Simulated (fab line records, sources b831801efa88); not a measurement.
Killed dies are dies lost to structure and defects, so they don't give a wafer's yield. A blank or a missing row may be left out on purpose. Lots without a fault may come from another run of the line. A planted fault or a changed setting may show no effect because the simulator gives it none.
Split-lot experiment | flow gf180mcu | 5 lots, 23 wafers read, on a route of 602 steps

THE SPLIT
At GF_SALICIDE_SPUTTER_03 (material TiN, target thk 20 nm, time 16.7 s), the setting power_w was moved away from the recipe's 6500 W on 5 of the 23 wafers read, by -10.5% to +8.4%. The other wafers ran this setting at the recipe's value.

The file shows no step between the split and the reading.

THE READING
SALICIDE_TIN_THK, in nm, at GF_SALICIDE_THK_MEAS_05 (measures by xrf). Fault-free wafers of this fab line usually give 19.80 nm, standard deviation 0.25 nm.

wafer  | tool, chamber at the split | power_w as run, W | against the recipe | SALICIDE_TIN_THK, nm | against lot-mates on the recipe
L074.1 | pvd_sputter-02, -          | 6500              | recipe             | 20.01                | -
L074.2 | pvd_sputter-02, -          | 6500              | recipe             | 20.22                | -
L074.6 | pvd_sputter-02, -          | 6500              | recipe             | 19.95                | -
L078.1 | pvd_sputter-02, -          | 5820              | -10.5%             | 17.69                | -2.11
L078.2 | pvd_sputter-02, -          | 6500              | recipe             | 19.51                | -
L078.4 | pvd_sputter-02, -          | 6500              | recipe             | 20.09                | -
L078.5 | pvd_sputter-02, -          | 5820              | -10.5%             | 17.48                | -2.32
L078.6 | pvd_sputter-02, -          | 5820              | -10.5%             | 17.75                | -2.05
L080.2 | pvd_sputter-04, -          | 6500              | recipe             | 19.88                | -
L080.3 | pvd_sputter-04, -          | 7048              | +8.4%              | 21.44                | +1.42
L080.4 | pvd_sputter-04, -          | 7048              | +8.4%              | 21.81                | +1.79
L080.5 | pvd_sputter-04, -          | 6500              | recipe             | 19.99                | -
L080.6 | pvd_sputter-04, -          | 6500              | recipe             | 20.19                | -
L081.1 | pvd_sputter-01, -          | 6500              | recipe             | 19.89                | -
L081.3 | pvd_sputter-01, -          | 6500              | recipe             | 19.55                | -
L081.4 | pvd_sputter-01, -          | 6500              | recipe             | 19.39                | -
L081.5 | pvd_sputter-01, -          | 6500              | recipe             | 19.94                | -
L081.6 | pvd_sputter-01, -          | 6500              | recipe             | 19.92                | -
L085.1 | pvd_sputter-01, -          | 6500              | recipe             | 19.57                | -
L085.2 | pvd_sputter-01, -          | 6500              | recipe             | 19.22                | -
L085.3 | pvd_sputter-01, -          | 6500              | recipe             | 19.60                | -
L085.4 | pvd_sputter-01, -          | 6500              | recipe             | 19.57                | -
L085.6 | pvd_sputter-01, -          | 6500              | recipe             | 19.78                | -

THE FIT
A straight line over all 23 wafers: SALICIDE_TIN_THK changes by +0.21 nm for each +1% of power_w; r = +0.97; the points scatter about the line by 0.27 nm.
The same after taking each lot's own level away (the mean of its wafers on the recipe; 23 wafers): +0.201 nm for each +1%; r = +0.98; scatter 0.2 nm.
On that fit, the largest move of power_w shifts the reading by 2.1 nm.
The lots' own levels span 19.548 to 20.060 nm, that is 2.0 times the standard deviation above.
So the lot-to-lot level changes the slope little: the two slopes agree.
Check: with one of the wafers moved furthest among these (-10.5%) left out of the fit, the line predicts -2.12 nm for it against its lot-mates. It came out at -2.11 nm against them.

OTHER SPLITS ON THESE WAFERS
These wafers also went through other splits before the reading. Each is held against what the fit with the lots' levels taken away leaves over:
other split on the same wafers      | wafers away from the commonest value | r with SALICIDE_TIN_THK (lot level and that fit taken away)
GF_POLY_GATE_PEB_08 peb_time_s      | 11                                   | +0.06
GF_HV_LDD_DEVELOP_06 develop_time_s | 9                                    | +0.06
GF_HV_LDD_COAT_41 spin_rpm          | 9                                    | -0.09
GF_HV_LDD_DEVELOP_45 develop_time_s | 5                                    | +0.26
GF_HV_LDD_IMPLANT_48 energy_kev     | 9                                    | -0.06
GF_PSD_DEVELOP_06 dev_temp_c        | 5                                    | +0.07
GF_PSD_IMPLANT_09 energy_kev        | 5                                    | -0.24

THE WHOLE CHAIN: every reading that the file lists as answering this split, in the file's order
step                    | what it does                                | reading                                                                            | change (the file's fit)               | r (the file's)
GF_SALICIDE_SPUTTER_03  | material TiN, target thk 20 nm, time 16.7 s | TiN_of_SALICIDE_SPUTTER_03.thk_nm (the simulator's own value, which no gauge read) | +0.202 nm for each +1% of the setting | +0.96
GF_SALICIDE_THK_MEAS_05 | measures by xrf                             | SALICIDE_TIN_THK                                                                   | +0.2 for each +1% of the setting      | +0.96

THE FILE'S OWN FIT
SALICIDE_TIN_THK changes by +0.2 nm for each +1% of power_w, r = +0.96.
